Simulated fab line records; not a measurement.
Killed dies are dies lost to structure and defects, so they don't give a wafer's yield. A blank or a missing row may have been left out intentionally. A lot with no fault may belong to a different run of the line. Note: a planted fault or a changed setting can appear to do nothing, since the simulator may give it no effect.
Matching of chambers | flow sky130 | rie_diel-02 running SKY_METAL4_ETCH_17: 4 sister chambers
The step etches SiO2 in C4F8/O2/Ar, stops on TiN, time 3.9 s, target depth 15 nm. 4 wafers are shown with their chamber, then 7 later ones without.

== WAFERS, EACH WITH ITS CHAMBER ==
wafer  | chamber | rf_fwd_power_W (W)
L077.4 | 3       | 1464
L088.4 | 0       | 1452
L090.1 | 2       | 1476
L090.3 | 1       | 1462

== WAFERS WITH NO CHAMBER GIVEN ==
wafer  | rf_fwd_power_W (W)
L090.5 | 1457
L094.2 | 1461
L094.3 | 1474
L094.5 | 1470
L097.2 | 1457
L097.3 | 1475
L097.4 | 1464

== WHICH CHAMBER EACH WENT THROUGH ==
wafer  | from the rows above          | in truth
L090.5 | can't be placed: 0 or 1 or 3 | 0
L094.2 | can't be placed: 1 or 3      | 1
L094.3 | 2                            | 2
L094.5 | can't be placed: 2 or 3 or 1 | 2
L097.2 | can't be placed: 0 or 1 or 3 | 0
L097.3 | 2                            | 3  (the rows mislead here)
L097.4 | can't be placed: 3 or 1      | 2
Placed correctly: 1 of 7. Unplaceable from these rows: 5, with the true chamber sitting among the candidates in 4. Wrongly placed: 1.
How it was worked out, from the rows above alone: a wafer's distance from a chamber is the root of the sum, over the readings, of the square of ((its reading less the chamber's mean) divided by the reading's scatter). If the next closest chamber is less than 2 further off than the closest, the wafer can't be placed; otherwise it belongs to the closest. Each chamber's mean is taken over the wafers shown for it. The scatter: with one shown wafer a chamber, the root of the mean of the squares of how far each hidden wafer lies from its nearest shown one.
